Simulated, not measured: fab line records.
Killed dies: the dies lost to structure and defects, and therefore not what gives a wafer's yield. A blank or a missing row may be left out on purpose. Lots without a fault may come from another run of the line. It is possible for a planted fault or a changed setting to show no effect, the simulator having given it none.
fab line records	flow sky130	part 2 of 2: steps 26 to 35 of 35
record lots=5	wafers=15	lastDay=49
route steps=708 shown VT_ADJUST_LVTN@97 VT_ADJUST_NCORE@119 VT_ADJUST_HVTR@131
lots untouched by any fault: they come from a run of this same line in which no faults occurred
startH: start of the lot's first displayed wafer, in hours after the record's first day	waitH: time in hours since the lot's previous step	" as in the row above	L1.1+2: several wafers, shown together as one row	- either no value or no given start	* or withheld: withheld	< > ~ a bound
route shown NAME@n: names a module that has steps shown in the file, with the first one's number in the route	usual: mean/standard deviation taken from wafers without a fault	same: alike in all rows	chamber/n: place in a boat	sites: the reading at each site	_std_site: standard deviation across them	_edge_site: the outer-site mean with the inner-site mean subtracted	radiusMm: how far each site lies from the wafer's centre	mask NAME#n: copy n	behind: the last tool/chamber to shape the wafer	hold: what put the lot on hold/how long, in hours/how the hold closed	device: the transistor (n, p or np) that didn't switch	end of line: the route-end tests of the same wafers	a step without rows: its recipe alone	killed: not the wafer's yield, but the dies lost to structure and defects at the first sort	map: shows each die of a wafer: x if killed, . if not, _ if none is there
set.NAME: the run value of the setting; set.NAME@STEP: its run value at that earlier step	model.NAME: the simulator's own value behind a step, which no gauge read
certain route steps with their lots: each step a table, each wafer a row
services: the hour from which a tool's chamber was out of use, counted from the record's first day as startH (under 0 if before that day), plus the number of hours and why
## steps
# step SKY_VT_ADJUST_NCORE_SOFTBAKE_03
# recipe tempC=90	timeS=60	resist=NOVOLAK
# usual chillPlateTempC=22.99/0.12
lot.wafer	tool	chamber	startH	waitH	chillPlateTempC
L074.3	lithoTrack-01	0	168.59	0.1	23.12
L074.4	"	0	"	"	23.07
L074.6	"	0	"	"	23.27
L075.4	lithoTrack-04	0	178.24	0.1	22.72
L075.5	"	0	"	"	22.82
L075.6	"	0	"	"	22.93
L082.2	lithoTrack-01	0	240.26	0.1	23.00
L082.3	"	0	"	"	23.00
L082.6	"	0	"	"	23.11
L086.3	lithoTrack-04	0	259.92	0.1	22.84
L086.4	"	0	"	"	22.76
L086.5	"	0	"	"	22.77
L092.3	lithoTrack-01	0	298.09	0.1	23.22
L092.4	"	0	"	"	22.96
L092.6	"	0	"	"	23.02
# step SKY_VT_ADJUST_NCORE_EXPOSE_04
# recipe maskId=LVTN_COMPLEMENT_THIN	na=0.6	sourceShape=conventional	sigmaOuter=0.6	polarization=unpolarized	targetCdNm=380	doseMj=139
lot.wafer	tool	chamber	startH	waitH	mask
L074.3+4+6	ilineStepper-02	0	-	-	LVTN_COMPLEMENT_THIN#0
L075.4+5+6	ilineStepper-02	0	-	-	LVTN_COMPLEMENT_THIN#0
L082.2+3+6	ilineStepper-02	0	-	-	LVTN_COMPLEMENT_THIN#0
L086.3+4+5	ilineStepper-02	0	-	-	LVTN_COMPLEMENT_THIN#0
L092.3+4+6	ilineStepper-02	0	-	-	LVTN_COMPLEMENT_THIN#0
# step SKY_VT_ADJUST_NCORE_PEB_05
# recipe tempC=withheld	timeS=*	resist=NOVOLAK
# usual chillPlateTempC=*
lot.wafer	tool	chamber	startH	waitH	chillPlateTempC
L074.3	lithoTrack-04	0	-	-	*
L074.4	"	0	"	"	*
L074.6	"	0	"	"	*
L075.4	lithoTrack-01	0	-	-	*
L075.5	"	0	"	"	*
L075.6	"	0	"	"	*
L082.2	lithoTrack-02	0	-	-	*
L082.3	"	0	"	"	*
L082.6	"	0	"	"	*
L086.3	lithoTrack-04	0	-	-	*
L086.4	"	0	"	"	*
L086.5	"	0	"	"	*
L092.3	lithoTrack-04	0	-	-	*
L092.4	"	0	"	"	*
L092.6	"	0	"	"	*
# step SKY_VT_ADJUST_NCORE_DEVELOP_06
# recipe resist=NOVOLAK	developer=TMAH	developTimeS=60	devTempC=23
# usual chillPlateTempC=22.99/0.12
lot.wafer	tool	chamber	startH	waitH	chillPlateTempC
L074.3	lithoTrack-04	0	178.52	0.1	22.84
L074.4	"	0	"	"	22.92
L074.6	"	0	"	"	22.82
L075.4	lithoTrack-01	0	188.96	0.1	22.98
L075.5	"	0	"	"	22.90
L075.6	"	0	"	"	22.81
L082.2	lithoTrack-02	0	251.88	0.1	23.01
L082.3	"	0	"	"	22.93
L082.6	"	0	"	"	22.94
L086.3	lithoTrack-04	0	272.17	0.1	23.13
L086.4	"	0	"	"	22.97
L086.5	"	0	"	"	22.97
L092.3	lithoTrack-04	0	310.26	0.1	23.16
L092.4	"	0	"	"	23.12
L092.6	"	0	"	"	23.13
# step SKY_VT_ADJUST_NCORE_CD_MEAS_07
# recipe targetCdNm=380
# usual cdNm=380.0/2.2
lot.wafer	tool	chamber	startH	waitH	cdNm
L074.3	cdSem-02	-	178.66	0.1	377.7
L074.4	"	-	"	"	380.2
L074.6	"	-	"	"	379.8
L075.4	cdSem-02	-	189.10	0.1	378.2
L075.5	"	-	"	"	385.7
L075.6	"	-	"	"	380.5
L082.2	cdSem-01	-	252.02	0.1	380.4
L082.3	"	-	"	"	380.1
L082.6	"	-	"	"	381.1
L086.3	cdSem-01	-	272.31	0.1	379.1
L086.4	"	-	"	"	379.1
L086.5	"	-	"	"	379.9
L092.3	cdSem-01	-	310.40	0.1	378.9
L092.4	"	-	"	"	379.5
L092.6	"	-	"	"	379.8
# step SKY_VT_ADJUST_NCORE_OVL_MEAS_08
# usual VT_ADJUST_NCORE_OVL=-1.6/1.4
lot.wafer	tool	chamber	startH	waitH	VT_ADJUST_NCORE_OVL[nm]
L074.3	overlay-01	-	178.75	0.1	0.8
L074.4	"	-	"	"	-0.4
L074.6	"	-	"	"	-2.1
L075.4	overlay-01	-	189.17	0.1	-1.5
L075.5	"	-	"	"	-2.4
L075.6	"	-	"	"	-1.8
L082.2	overlay-01	-	252.13	0.1	-4.2
L082.3	"	-	"	"	-4.0
L082.6	"	-	"	"	-0.2
L086.3	overlay-02	-	272.40	0.1	-2.4
L086.4	"	-	"	"	-1.4
L086.5	"	-	"	"	-1.9
L092.3	overlay-01	-	310.50	0.1	-3.4
L092.4	"	-	"	"	-4.8
L092.6	"	-	"	"	-1.5
# step SKY_VT_ADJUST_NCORE_IMPLANT_09
# recipe species=B	energyKev=10	doseCm2=2.4e+12	tiltDeg=withheld
# usual beamOnS=9.97/0.2
lot.wafer	tool	chamber	startH	waitH	beamOnS
L074.3	implanter-02	0	178.82	0.1	9.84
L074.4	"	0	"	"	10.00
L074.6	"	0	"	"	10.11
L075.4	implanter-02	0	189.27	0.1	10.12
L075.5	"	0	"	"	10.04
L075.6	"	0	"	"	10.02
L082.2	implanter-03	0	252.18	0.0	10.10
L082.3	"	0	"	"	10.12
L082.6	"	0	"	"	9.62
L086.3	implanter-02	0	272.47	0.1	9.92
L086.4	"	0	"	"	9.63
L086.5	"	0	"	"	10.22
L092.3	implanter-03	0	310.57	0.1	9.92
L092.4	"	0	"	"	9.97
L092.6	"	0	"	"	9.80
# step SKY_VT_ADJUST_NCORE_STRIP_10
# recipe chemistry=O2/N2	powerW=1400	pressureMtorr=1500	platenTempC=withheld	o2FlowSccm=3000	n2FlowSccm=300	overashFraction=0.5
# usual drypumpMotorCurrentA=5.6/0.38	oesProductAu=0.716/0.0044	stripTimeToEndpointS=14.19/0.042
lot.wafer	tool	chamber	startH	waitH	drypumpMotorCurrentA	oesProductAu	rfHoursCounterH	stripTimeToEndpointS
L074.3	plasmaAsher-01	0	178.95	0.1	5.7	0.719	-	14.17
L074.4	"	1	"	"	6.2	0.717	-	14.19
L074.6	"	0	"	"	5.7	0.719	-	14.15
L075.4	plasmaAsher-03	1	189.38	0.1	5.9	0.713	-	14.23
L075.5	"	0	"	"	4.9	0.716	-	14.22
L075.6	"	1	"	"	5.9	0.715	-	14.26
L082.2	plasmaAsher-04	0	252.31	0.1	5.8	0.711	13	14.11
L082.3	"	0	"	"	5.8	0.712	-	14.17
L082.6	"	0	"	"	5.8	0.712	-	14.11
L086.3	plasmaAsher-03	1	272.60	0.1	5.8	0.715	-	14.21
L086.4	"	0	"	"	5.0	0.715	-	14.21
L086.5	"	0	"	"	4.9	0.715	-	14.22
L092.3	plasmaAsher-03	1	310.70	0.1	5.8	0.715	-	14.14
L092.4	"	0	"	"	5.0	0.712	-	14.19
L092.6	"	1	"	"	5.8	0.716	-	14.17
# step SKY_VT_ADJUST_NCORE_TW_MEAS_11
# usual VT_ADJUST_NCORE_TW=218.9/1.3
lot.wafer	tool	chamber	startH	waitH	VT_ADJUST_NCORE_TW
L074.3	filmMetro-03	-	179.04	0.1	218.5
L074.4	"	-	"	"	218.1
L074.6	"	-	"	"	217.5
L075.4	filmMetro-02	-	189.47	0.1	217.7
L075.5	"	-	"	"	218.2
L075.6	"	-	"	"	217.0
L082.2	filmMetro-04	-	252.42	0.1	219.8
L082.3	"	-	"	"	221.0
L082.6	"	-	"	"	220.8
L086.3	filmMetro-04	-	272.69	0.1	221.0
L086.4	"	-	"	"	220.3
L086.5	"	-	"	"	221.3
L092.3	filmMetro-04	-	310.79	0.1	220.0
L092.4	"	-	"	"	218.8
L092.6	"	-	"	"	218.8
# step SKY_VT_ADJUST_HVTR_DEHYDRATE_00
# recipe tempC=200	timeS=60
# usual chillPlateTempC=22.99/0.11
lot.wafer	tool	chamber	startH	waitH	chillPlateTempC
L074.3	lithoTrack-02	0	189.25	10.2	23.07
L074.4	"	0	"	"	23.11
L074.6	"	0	"	"	23.00
L075.4	lithoTrack-02	0	199.53	10.0	22.98
L075.5	"	0	"	"	23.08
L075.6	"	0	"	"	23.17
L082.2	lithoTrack-03	0	264.34	11.9	23.04
L082.3	"	0	"	"	22.87
L082.6	"	0	"	"	23.02
L086.3	lithoTrack-01	0	284.79	12.1	22.87
L086.4	"	0	"	"	22.85
L086.5	"	0	"	"	23.03
L092.3	lithoTrack-03	0	323.76	13.0	22.80
L092.4	"	0	"	"	23.07
L092.6	"	0	"	"	23.17
## services
tool	chamber	startH	hours	kind
plasmaAsher-04	-	108.75	9.0	pm
plasmaAsher-04	0	108.75	9.0	ventCycle
plasmaAsher-04	1	108.75	9.0	ventCycle
ilineStepper-02	0	111.88	-	calibration
plasmaAsher-04	0	117.75	-	clean
implanter-03	-	117.90	2.5	repair
ilineStepper-01	0	118.20	-	calibration
implanter-03	-	128.52	6.7	repair
implanter-03	-	139.09	15.5	pm
implanter-03	-	154.58	3.0	pm
ilineStepper-01	-	165.84	1.7	pm
plasmaAsher-04	-	170.68	2.0	pm
ilineStepper-01	-	172.20	2.0	repair
implanter-03	-	177.27	3.2	repair
ilineStepper-02	-	215.69	1.7	pm
implanter-01	-	232.15	2.3	repair
implanter-03	-	241.98	0.8	repair
implanter-04	-	261.99	4.2	pm
implanter-02	-	277.56	1.3	repair
implanter-02	-	299.41	13.4	pm
implanter-01	-	304.01	2.6	repair
implanter-02	-	312.76	3.0	pm
ilineStepper-02	0	320.62	-	calibration
implanter-04	-	323.11	4.0	repair
